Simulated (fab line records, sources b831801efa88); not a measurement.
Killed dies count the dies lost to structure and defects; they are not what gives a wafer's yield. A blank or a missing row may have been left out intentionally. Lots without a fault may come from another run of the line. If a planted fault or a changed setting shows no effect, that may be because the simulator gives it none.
Chamber matching -- flow sky130 -- 4 sister chambers for SKY_VIA1_CMP_02 on cmp-02
The step polishes SiO2. 20 wafers are shown with their chamber, then 10 later ones without.

WAFERS, EACH WITH ITS CHAMBER
wafer,chamber,motor_current_A (A)
L924.3,2,12.3
L924.5,1,12.4
L924.6,2,11.8
L923.1,3,13.4
L923.2,0,14.1
L923.5,0,13.2
L926.2,3,12.8
L926.4,1,12.3
L926.6,2,11.9
L927.2,1,12.3
L927.3,3,12.6
L927.4,0,13.5
L928.4,3,12.7
L928.5,3,13.0
L928.6,2,12.1
L930.2,3,12.6
L930.3,2,12.1
L930.5,1,12.7
L934.3,1,12.2
L934.4,3,13.4

SIGNATURES (averages over the wafers above)
reading,chamber 0,chamber 1,chamber 2,chamber 3,scatter within a chamber
motor_current_A,13.600,12.380,12.040,12.929,0.301
Rule: a wafer's distance from a chamber is the root of the sum, over the readings, of the square of ((its reading less the chamber's mean) divided by the reading's scatter). If the next closest chamber is less than 2 further off than the closest, the wafer can't be placed; otherwise it belongs to the closest. The scatter: take each reading less its chamber's mean, square it, sum over the shown wafers, divide by the number of wafers less the number of chambers, and take the root.

WAFERS WHOSE CHAMBER IS MISSING
wafer,motor_current_A (A)
L934.6,12.7
L938.4,12.6
L938.5,13.5
L938.6,12.3
L942.3,12.4
L942.5,12.2
L942.6,13.2
L945.1,13.0
L945.2,12.3
L945.4,13.7

WHICH CHAMBER EACH ONE RAN IN
wafer,from the rows above,in truth
L934.6,can't be placed: 3 or 1 or 2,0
L938.4,can't be placed: 1 or 3 or 2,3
L938.5,can't be placed: 0 or 3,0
L938.6,can't be placed: 1 or 2 or 3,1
L942.3,can't be placed: 1 or 2 or 3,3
L942.5,can't be placed: 2 or 1 or 3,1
L942.6,can't be placed: 3 or 0 or 1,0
L945.1,can't be placed: 3 or 0 or 1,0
L945.2,can't be placed: 1 or 2 or 3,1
L945.4,0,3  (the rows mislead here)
Placed correctly: 0 of 10. Can't be placed from these rows: 9 (the true chamber is among the candidates in 8). Wrongly placed: 1.
